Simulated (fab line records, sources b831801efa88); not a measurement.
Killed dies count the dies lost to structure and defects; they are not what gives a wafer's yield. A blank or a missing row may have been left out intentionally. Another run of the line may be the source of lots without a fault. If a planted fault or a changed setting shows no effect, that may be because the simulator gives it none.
Which of the tools did it?	flow gf180mcu	30 wafers from 10 lots sampled at 8 of the route's 602 steps

WHAT THE GAUGES READ, wafer by wafer
GF_HV_LDD_THK_MEAS_57.
lot	measured	on	HV_LDD_CVD_56_THK (nm)
L260	day 12 15:53	film metro-04	90.0 89.2 89.3
L262	day 13 04:45	film metro-03	87.2 87.9 88.4
L264	day 13 19:58	film metro-03	88.4 88.7 89.0
L265	day 14 06:23	film metro-02	26.8 27.0 26.4
L267	day 15 03:34	film metro-04	27.3 27.6 26.9
L275	day 17 18:26	film metro-02	89.0 88.9 89.2
L277	day 18 04:34	film metro-02	89.6 90.4 90.7
L278	day 18 15:10	film metro-04	91.0 91.1 90.6
L279	day 19 00:04	film metro-04	89.5 90.3 90.2
L283	day 20 03:40	film metro-02	89.6 89.8 89.9

GF_CONTACT_BOW_MEAS_05.
lot	measured	on	CONTACT_BOW (um)
L260	day 15 08:21	film metro-02	62 62 65
L262	day 15 21:23	film metro-03	56 74 54
L264	day 16 14:34	film metro-04	64 76 67
L265	day 17 00:27	film metro-04	51 40 42
L267	day 18 01:37	film metro-03	40 34 46
L275	day 20 20:49	film metro-04	66 51 63
L277	day 21 08:07	film metro-02	52 59 61
L278	day 21 18:55	film metro-02	68 66 67
L279	day 22 02:40	film metro-03	60 54 67
L283	day 23 05:17	film metro-04	73 62 75

GF_V1_BOW_MEAS_05.
lot	measured	on	V1_BOW (um)
L260	day 17 07:22	film metro-02	82 81 82
L262	day 17 21:49	film metro-02	81 96 76
L264	day 18 15:25	film metro-02	81 92 83
L265	day 19 02:11	film metro-01	68 56 61
L267	day 20 05:07	film metro-01	61 54 70
L275	day 23 04:05	film metro-04	82 66 79
L277	day 23 08:24	film metro-04	68 76 78
L278	day 24 03:03	film metro-02	80 77 78
L279	day 24 05:19	film metro-04	79 73 85
L283	day 25 04:59	film metro-04	95 87 98

TOOL THAT RAN EACH LOT (tool first, then ch and the chambers of the sampled wafers, then the start)
lot	GF_HV_LDD_STRIP_22	GF_HV_LDD_CVD_56	GF_HV_LDD_ETCHBACK_58	GF_NSD_STRIP_11	GF_PSD_STRIP_10
L260	plasma asher-01 ch 0,1, day 10 23:04	lpcvd-02 ch 0, day 12 14:27	rie diel-04 ch 0,2,3, day 12 15:56	plasma asher-02 ch 0,1, day 13 11:52	plasma asher-01 ch 0,1, day 14 08:40
L262	plasma asher-03 ch 0,1, day 11 10:55	lpcvd-01 ch 1, day 13 03:18	rie diel-02 ch 1,2, day 13 04:47	plasma asher-04 ch 0,1, day 14 01:39	plasma asher-01 ch 0,1, day 14 22:33
L264	plasma asher-01 ch 0,1, day 12 00:25	lpcvd-01 ch 0, day 13 17:49	rie diel-02 ch 1,2, day 13 20:01	plasma asher-04 ch 0,1, day 14 17:19	plasma asher-03 ch 0,1, day 15 13:49
L265	plasma asher-01 ch 0,1, day 12 11:04	lpcvd-01 ch 1, day 14 04:57	rie diel-03 ch 0,1, day 14 06:26	plasma asher-04 ch 0,1, day 15 03:28	plasma asher-03 ch 0,1, day 16 00:19
L267	plasma asher-03 ch 0,1, day 13 06:46	lpcvd-01 ch 1, day 15 02:08	rie diel-02 ch 0,2, day 15 03:37	plasma asher-04 ch 0,1, day 16 01:22	plasma asher-02 ch 0,1, day 16 23:58
L275	plasma asher-01 ch 0, day 15 16:46	lpcvd-01 ch 1, day 17 17:00	rie diel-04 ch 0,2,3, day 17 18:29	plasma asher-04 ch 0, day 18 17:45	plasma asher-02 ch 0,1, day 19 18:34
L277	plasma asher-03 ch 0,1, day 16 03:22	lpcvd-01 ch 1, day 18 03:08	rie diel-04 ch 1,2,3, day 18 04:38	plasma asher-02 ch 0,1, day 19 05:16	plasma asher-02 ch 0,1, day 20 06:28
L278	plasma asher-01 ch 0,1, day 16 12:04	lpcvd-02 ch 0, day 18 13:01	rie diel-02 ch 1,2,3, day 18 15:13	plasma asher-03 ch 0,1, day 19 15:52	plasma asher-02 ch 0,1, day 20 16:31
L279	plasma asher-04 ch 0,1, day 16 21:10	lpcvd-01 ch 0, day 18 22:39	rie diel-04 ch 1,3, day 19 00:08	plasma asher-04 ch 0,1, day 20 00:34	plasma asher-01 ch 0,1, day 21 00:40
L283	plasma asher-03 ch 0,1, day 18 00:31	lpcvd-01 ch 1, day 20 02:14	rie diel-04 ch 0,1,2, day 20 03:43	plasma asher-03 ch 0,1, day 21 04:01	plasma asher-01 ch 0,1, day 22 04:46
- GF_HV_LDD_STRIP_22: strips in O2/N2.
- GF_HV_LDD_CVD_56: deposits Si3N4 from DCS/NH3, target thk 90 nm, time 1543 s.
- GF_HV_LDD_ETCHBACK_58: etches Si3N4 in CH3F/O2, stops on SiO2, time 100 s, target depth 90 nm.
- GF_NSD_STRIP_11: strips in O2/N2.
- GF_PSD_STRIP_10: strips in O2/N2.

WHAT THE TOOLS THEMSELVES READ (means of the sampled wafers that have a number; where no wafer has one, the mark that the record gives instead)
GF_HV_LDD_STRIP_22.
lot	tool	drypump motor current A (A)	heater power w (W)	oes product au (a.u.)	strip time to endpoint s (s)
L260	plasma asher-01	6.1	272	0.714	12.64
L262	plasma asher-03	5.2	327	0.711	12.59
L264	plasma asher-01	6.1	275	0.714	12.57
L265	plasma asher-01	6.1	275	0.715	12.60
L267	plasma asher-03	5.1	335	0.714	12.60
L275	plasma asher-01	6.0	281	0.715	12.63
L277	plasma asher-03	5.1	333	0.717	12.66
L278	plasma asher-01	6.1	275	0.715	12.62
L279	plasma asher-04	5.4	348	0.713	12.67
L283	plasma asher-03	5.2	328	0.716	12.59

GF_HV_LDD_CVD_56.
lot	tool	susceptor temp C (C)	zone power upper pct (%)
L260	lpcvd-02	769.9	13.2
L262	lpcvd-01	770.0	13.3
L264	lpcvd-01	770.4	13.0
L265	lpcvd-01	-	13.1
L267	lpcvd-01	-	13.2
L275	lpcvd-01	769.8	13.2
L277	lpcvd-01	769.9	13.1
L278	lpcvd-02	770.1	13.0
L279	lpcvd-01	770.4	12.6
L283	lpcvd-01	769.9	13.1

GF_HV_LDD_ETCHBACK_58.
lot	tool	drypump motor current A (A)	oes product au (a.u.)	throttle valve pct (%)
L260	rie diel-04	5.4	0.839	10.562
L262	rie diel-02	5.8	0.833	10.560
L264	rie diel-02	5.6	0.840	10.565
L265	rie diel-03	5.8	0.512	10.525
L267	rie diel-02	5.7	0.521	10.508
L275	rie diel-04	5.4	0.840	10.556
L277	rie diel-04	5.5	0.849	10.555
L278	rie diel-02	5.4	0.851	10.563
L279	rie diel-04	5.5	0.841	10.562
L283	rie diel-04	5.5	0.839	10.561

GF_NSD_STRIP_11.
lot	tool	drypump motor current A (A)	heater power w (W)	oes product au (a.u.)	strip time to endpoint s (s)
L260	plasma asher-02	5.8	343	0.489	22.90
L262	plasma asher-04	5.4	344	0.488	22.95
L264	plasma asher-04	5.4	346	0.482	22.91
L265	plasma asher-04	5.4	344	0.488	22.91
L267	plasma asher-04	5.6	319	0.489	22.99
L275	plasma asher-04	5.2	371	0.487	22.92
L277	plasma asher-02	5.8	353	0.483	22.87
L278	plasma asher-03	5.1	336	0.490	22.95
L279	plasma asher-04	5.6	317	0.485	22.94
L283	plasma asher-03	5.2	332	0.490	22.96

GF_PSD_STRIP_10.
lot	tool	drypump motor current A (A)	heater power w (W)	oes product au (a.u.)	strip time to endpoint s (s)
L260	plasma asher-01	6.1	275	0.593	16.47
L262	plasma asher-01	6.0	279	0.590	16.50
L264	plasma asher-03	5.2	329	0.594	16.53
L265	plasma asher-03	5.1	334	0.591	16.54
L267	plasma asher-02	5.9	349	0.592	16.51
L275	plasma asher-02	5.8	339	0.591	16.48
L277	plasma asher-02	5.9	350	0.591	16.59
L278	plasma asher-02	5.8	340	0.594	16.51
L279	plasma asher-01	6.1	295	0.590	16.53
L283	plasma asher-01	6.2	288	0.589	16.49

THE ANSWER, worked out from the rows above alone
Rule: the lots themselves supply what counts as usual. The widest of any qualifying gaps counts: lots, ordered by their means at a reading, are off when they make up no more than a third of the lots, leave a main group of 4 or more, and stand apart from it by 3 or more times the standard deviation of that group's means. Not used: any main group whose means are identical at the precision the tables above print for the reading. Also off: a lot with no number at a reading for which 4 or more lots have one. The other lots that the step has rows for count as sound. Order of review: gauges by route order, followed by the tools' own readings, for which a lot's mean as printed above is used. At the first step where some lot is off, the reading lying furthest off is the one used; lots without a number count as furthest.
Off: L265, L267, seen at GF_HV_LDD_THK_MEAS_57 (HV_LDD_CVD_56_THK). Mean 89.5 nm and standard deviation 0.9 in the main group.
If a tool, at a process step before that reading, ran all the lots that are off and no sound lot after the first of them, it fits. The gauges at GF_HV_LDD_THK_MEAS_57 aren't tried: what is off there is off at GF_HV_LDD_CVD_56 too, on other tools, and a gauge's error can't cause that. None of those tried fits.

WHAT THE SIMULATOR HAD PUT IN
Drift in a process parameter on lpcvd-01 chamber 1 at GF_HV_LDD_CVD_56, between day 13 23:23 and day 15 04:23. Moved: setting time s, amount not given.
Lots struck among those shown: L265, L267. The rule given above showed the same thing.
